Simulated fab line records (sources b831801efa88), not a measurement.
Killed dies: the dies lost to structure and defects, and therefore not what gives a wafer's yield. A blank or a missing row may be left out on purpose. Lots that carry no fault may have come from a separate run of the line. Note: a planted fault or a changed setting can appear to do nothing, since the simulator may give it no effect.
Tool commonality check | flow sky130 | Lots sampled 11, wafers sampled 33

== WHAT PROMPTED THE OPENING ==
At SKY_SD_N_RS_MEAS_16 the reading SD_N_RS is flagged on 2 of 11 lots. No-fault wafers: 68.47 ohm/sq, standard deviation 0.11.
Rule: a lot is flagged in two cases, either no wafer of it has a number, or all its wafers with numbers fall more than 4 standard deviations from that mean. All remaining lots are regarded as sound.

lot  | measured     | on            | SD_N_RS (ohm/sq), wafer by wafer | flag
L106 | day 31 01:43 | film_metro-04 | 68.50 68.34 68.57                |
L111 | day 32 03:07 | film_metro-02 | 68.55 68.34 68.31                |
L110 | day 32 03:23 | film_metro-04 | 68.45 68.57 68.48                |
L113 | day 32 17:24 | film_metro-03 | 68.49 68.74 68.57                |
L112 | day 32 21:23 | film_metro-03 | 68.57 68.60 68.55                |
L115 | day 33 10:58 | film_metro-03 | 68.31 68.54 68.28                |
L118 | day 34 05:26 | film_metro-03 | 65.72 65.74 65.79                | FLAGGED
L119 | day 34 06:55 | film_metro-04 | 65.66 65.86 65.82                | FLAGGED
L120 | day 34 11:19 | film_metro-03 | 68.46 68.44 68.53                |
L122 | day 35 11:25 | film_metro-02 | 68.29 68.32 68.26                |
L123 | day 35 12:23 | film_metro-04 | 68.39 68.46 68.48                |
The mean of the flagged lots' numbers is 65.77 ohm/sq, -2.70 ohm/sq from the usual (-25 standard deviations).

== WHICH TOOL EACH LOT WENT THROUGH ==
The record holds 2 process steps before the reading, out of a route of 708 steps. Read each cell as the tool, then ch plus the chambers that the sampled wafers visited, then the start.
lot  | flag    | SKY_SD_N_IMPLANT_09             | SKY_SD_N_STRIP_11
L106 |         | implanter-02 ch 0, day 31 01:02 | plasma_asher-04 ch 0,1, day 31 01:20
L111 |         | implanter-04 ch 0, day 32 02:26 | plasma_asher-02 ch 0,1, day 32 02:43
L110 |         | implanter-02 ch 0, day 32 02:43 | plasma_asher-04 ch 0,1, day 32 02:59
L113 |         | implanter-02 ch 0, day 32 16:43 | plasma_asher-02 ch 0, day 32 16:59
L112 |         | implanter-02 ch 0, day 32 20:41 | plasma_asher-02 ch 0,1, day 32 20:59
L115 |         | implanter-02 ch 0, day 33 10:17 | plasma_asher-04 ch 0,1, day 33 10:35
L118 | FLAGGED | implanter-02 ch 0, day 34 04:46 | plasma_asher-02 ch 1, day 34 05:02
L119 | FLAGGED | implanter-02 ch 0, day 34 06:14 | plasma_asher-04 ch 0,1, day 34 06:32
L120 |         | implanter-03 ch 0, day 34 10:38 | plasma_asher-02 ch 0,1, day 34 10:56
L122 |         | implanter-03 ch 0, day 35 10:44 | plasma_asher-04 ch 0,1, day 35 11:02
L123 |         | implanter-03 ch 0, day 35 11:43 | plasma_asher-04 ch 0,1, day 35 11:58
What the steps here do:
- SKY_SD_N_IMPLANT_09
- SKY_SD_N_STRIP_11: strips in O2/N2.
- SKY_SD_N_RS_MEAS_16: measures by four-point-probe.

== FLAGGED AGAINST TOTAL, ONE TOOL AT A TIME (gauges that did the reading follow at the end) ==
step                | tool            | lots run | flagged | share of the flagged lots | sound lots run after its first flagged lot
SKY_SD_N_IMPLANT_09 | implanter-02    | 7        | 2       | all                       | 0
SKY_SD_N_IMPLANT_09 | implanter-03    | 3        | 0       | none                      | -
SKY_SD_N_IMPLANT_09 | implanter-04    | 1        | 0       | none                      | -
SKY_SD_N_STRIP_11   | plasma_asher-02 | 5        | 1       | some                      | 1 (L120)
SKY_SD_N_STRIP_11   | plasma_asher-04 | 6        | 1       | some                      | 2 (L122,L123)
SKY_SD_N_RS_MEAS_16 | film_metro-02   | 2        | 0       | none                      | -
SKY_SD_N_RS_MEAS_16 | film_metro-03   | 5        | 1       | some                      | 1 (L120)
SKY_SD_N_RS_MEAS_16 | film_metro-04   | 4        | 1       | some                      | 1 (L123)

== WHAT THE TABLE PERMITS ==
Rows of the table that ran each flagged lot: 1, that is implanter-02 at SKY_SD_N_IMPLANT_09.
- implanter-02 at SKY_SD_N_IMPLANT_09: 2 of its 7 lots flagged. Last sound lot L115 at day 33 10:17, first flagged lot L118 at day 34 04:46; a fault beginning in between fits. Its own readings (beam_energy_keV) fall more than 4 standard deviations out on all wafers of the flagged lots.
Just one tool remains: implanter-02 at SKY_SD_N_IMPLANT_09.

== WHAT THE SIMULATOR PUT IN ==
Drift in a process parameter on implanter-02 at SKY_SD_N_IMPLANT_09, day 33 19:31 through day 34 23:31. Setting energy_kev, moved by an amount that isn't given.
Lots struck among those shown: L118, L119. The rule above found the same.
